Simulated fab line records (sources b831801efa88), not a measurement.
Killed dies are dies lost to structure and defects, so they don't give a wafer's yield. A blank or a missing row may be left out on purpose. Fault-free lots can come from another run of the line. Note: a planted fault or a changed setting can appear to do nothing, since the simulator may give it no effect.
Matching of chambers :: flow gf180mcu :: GF_CONTACT_CMP_27 on cmp-02 has 4 sister chambers
The step polishes, stops on SiO2, t overpolish 15 s, target thk 0 nm. 15 wafers are shown with their chamber, then 7 later ones without.

WAFERS WITH THEIR CHAMBER
wafer: L922.1
chamber: 2
motor-current-A (A): 12.6
time-to-endpoint-s (s): 78
overpolish-run-s (s): 14.993

wafer: L922.5
chamber: 1
motor-current-A (A): 9.7
time-to-endpoint-s (s): 73
overpolish-run-s (s): 14.999

wafer: L923.2
chamber: 2
motor-current-A (A): 13.1
time-to-endpoint-s (s): 73
overpolish-run-s (s): 14.996

wafer: L923.3
chamber: 3
motor-current-A (A): 11.0
time-to-endpoint-s (s): 68
overpolish-run-s (s): 14.988

wafer: L923.4
chamber: 0
motor-current-A (A): 12.2
time-to-endpoint-s (s): 68
overpolish-run-s (s): 14.989

wafer: L924.3
chamber: 0
motor-current-A (A): 11.7
time-to-endpoint-s (s): 72
overpolish-run-s (s): 15.006

wafer: L924.4
chamber: 3
motor-current-A (A): 10.9
time-to-endpoint-s (s): 74
overpolish-run-s (s): 15.008

wafer: L924.5
chamber: 1
motor-current-A (A): 9.2
time-to-endpoint-s (s): 72
overpolish-run-s (s): 14.992

wafer: L928.1
chamber: 3
motor-current-A (A): 10.3
time-to-endpoint-s (s): 80
overpolish-run-s (s): 15.004

wafer: L928.5
chamber: 3
motor-current-A (A): 11.2
time-to-endpoint-s (s): 78
overpolish-run-s (s): 15.000

wafer: L928.6
chamber: 0
motor-current-A (A): 11.9
time-to-endpoint-s (s): 74
overpolish-run-s (s): 14.993

wafer: L936.1
chamber: 1
motor-current-A (A): 8.8
time-to-endpoint-s (s): 68
overpolish-run-s (s): 15.000

wafer: L936.3
chamber: 3
motor-current-A (A): 11.2
time-to-endpoint-s (s): 75
overpolish-run-s (s): 15.002

wafer: L936.6
chamber: 3
motor-current-A (A): 11.1
time-to-endpoint-s (s): 72
overpolish-run-s (s): 15.012

wafer: L937.1
chamber: 3
motor-current-A (A): 11.7
time-to-endpoint-s (s): 75
overpolish-run-s (s): 15.006

SIGNATURES, as means of the wafers listed above
reading: motor-current-A
chamber 0: 11.933
chamber 1: 9.233
chamber 2: 12.850
chamber 3: 11.057
scatter within a chamber: 0.395

reading: time-to-endpoint-s
chamber 0: 71.33
chamber 1: 71.00
chamber 2: 75.50
chamber 3: 74.57
scatter within a chamber: 3.53

reading: overpolish-run-s
chamber 0: 14.99600
chamber 1: 14.99700
chamber 2: 14.99450
chamber 3: 15.00286
scatter within a chamber: 0.00708
Rule: for each reading, subtract the chamber's mean from the wafer's reading, divide by that reading's scatter and square the result; add these up over the readings and take the root, which gives the wafer's distance from the chamber. If the next closest chamber is less than 2 further off than the closest, the wafer can't be placed; otherwise it belongs to the closest. The scatter is the square root of a quotient: the sum, over the shown wafers, of each reading's squared deviation from its chamber's mean, divided by wafers minus chambers.

WAFERS WHOSE CHAMBER IS MISSING
wafer: L937.2
motor-current-A (A): 13.6
time-to-endpoint-s (s): 78
overpolish-run-s (s): 15.003

wafer: L937.6
motor-current-A (A): 9.1
time-to-endpoint-s (s): 69
overpolish-run-s (s): 15.009

wafer: L939.1
motor-current-A (A): 11.1
time-to-endpoint-s (s): 75
overpolish-run-s (s): 14.996

wafer: L939.5
motor-current-A (A): 12.2
time-to-endpoint-s (s): 71
overpolish-run-s (s): 14.991

wafer: L939.6
motor-current-A (A): 10.9
time-to-endpoint-s (s): 76
overpolish-run-s (s): 14.994

wafer: L944.4
motor-current-A (A): 13.7
time-to-endpoint-s (s): 78
overpolish-run-s (s): 14.991

wafer: L944.5
motor-current-A (A): 12.9
time-to-endpoint-s (s): 73
overpolish-run-s (s): 14.987

WHICH CHAMBER EACH WENT THROUGH
wafer: L937.2
from the rows above: 2
in truth: 2

wafer: L937.6
from the rows above: 1
in truth: 1

wafer: L939.1
from the rows above: can't be placed: 3 or 0
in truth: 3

wafer: L939.5
from the rows above: can't be placed: 0 or 2
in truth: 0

wafer: L939.6
from the rows above: can't be placed: 3 or 0
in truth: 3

wafer: L944.4
from the rows above: 2
in truth: 2

wafer: L944.5
from the rows above: can't be placed: 2 or 0
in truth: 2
Correct placement for 3 of the 7. Unplaceable from these rows: 4, with the true chamber sitting among the candidates in 4. 0 placed wrongly.
